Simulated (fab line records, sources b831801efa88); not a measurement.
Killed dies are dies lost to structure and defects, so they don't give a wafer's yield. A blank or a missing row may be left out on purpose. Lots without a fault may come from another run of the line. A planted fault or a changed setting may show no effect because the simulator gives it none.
Problem report in the 8D (eight disciplines) form, filled by code | flow gf180mcu | the parts of the form that need people (team, actions taken, sign-off) are left out

1. THE PROBLEM
M4_ALCU_RS at GF_M4_RS_MEAS_05 reads a mean of 0.0622 ohm/sq on 2 wafers of 1 lot; wafers without a fault read 0.0694 ohm/sq with a standard deviation of 0.00069. That is -10 standard deviations from the usual mean.
The step: measures by four-point-probe.
First seen on wafer L230.1, day 26 04:46, on film_metro-03. The record holds 33 wafers of 11 lots with a number at this step. Rule for "out", or "out of limits": more than 4 standard deviations from the usual mean. The other wafers with a number count as sound.

2. WHAT IT IS AND WHAT IT IS NOT
question                    | is                | is not
which readings at this step | M4_ALCU_RS        | -
which lots                  | L230              | L221, L222, L223, L224, L225, L226, L227, L240, L241, L242
which wafers of those lots  | L230.1, L230.6    | L230.2
read on which gauges        | film_metro-03     | film_metro-01, film_metro-04
when                        | from day 26 04:46 | up to then (22 sound wafers); but 9 sound wafers of L240, L241, L242 came after

3. SUSPECTS, AND WHAT RULES EACH OUT
Counting: a tool at a process step up to the reading stays a suspect if it ran every lot that is out. Sound lots after the first of them don't rule it out here, since some wafers of a struck lot are sound.
- the gauge at GF_M4_RS_MEAS_05: kept. All the wafers that are out were read on film_metro-03, and no step on other tools shows them out.
- pvd_sputter-04 at GF_M3_SPUTTER_00 (material Ti, target thk 37.5 nm, time 150 s): kept. It ran the lot that is out, L230 (day 24 06:14); its last sound lot up to then is L225 (day 22 17:08).
- pvd_sputter-01 at GF_M4_SPUTTER_02 (material AlCu, target thk 450 nm, time 23.9 s): kept. It ran the lot that is out, L230 (day 26 04:40); its last sound lot up to then is L227 (day 25 06:04).
Left after counting: pvd_sputter-04 at GF_M3_SPUTTER_00, pvd_sputter-01 at GF_M4_SPUTTER_02, film_metro-03 at GF_M4_RS_MEAS_05.

4. THE CAUSE (what the simulator had put in)
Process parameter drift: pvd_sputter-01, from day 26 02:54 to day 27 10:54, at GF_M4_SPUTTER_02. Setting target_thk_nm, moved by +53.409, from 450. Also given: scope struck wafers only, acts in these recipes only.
Counting left 3 suspects, and this tool is among them.

5. THE CHAIN OF EFFECTS, in route order
Each row: a reading whose mean over the struck wafers that have a number lies more than 3 standard deviations from the usual. Only readings for which the record gives a usual standard deviation are gone through. hours: the time from each lot's start at the first step in this table that gives one to its start at this step, as a median over the lots. sigmas: the change in usual standard deviations.
hours | step              | reading     | usual         | on struck wafers | change  | sigmas
0     | GF_M4_RS_MEAS_05  | M4_ALCU_RS  | 0.0694 ohm/sq | 0.0622           | -0.0072 | -10
3     | GF_M4_THK_MEAS_06 | M4_ALCU_THK | 450 nm        | 509              | +59     | +9.4

6. WHAT WOULD HAVE CAUGHT IT SOONER
In this record the first reading out of limits at a measuring or inspecting step was taken at day 26 04:46, 2 hours after the fault began at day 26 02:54.
Of the tool readings at GF_M4_SPUTTER_02 for which the record gives a usual standard deviation, none was out on any struck wafer, so an alarm limit of 4 standard deviations on them would not have fired.
All the lots that are out (1) had begun GF_M4_SPUTTER_02 on pvd_sputter-01 by day 26 04:46. A hold on the tool at that time would have spared none of them.
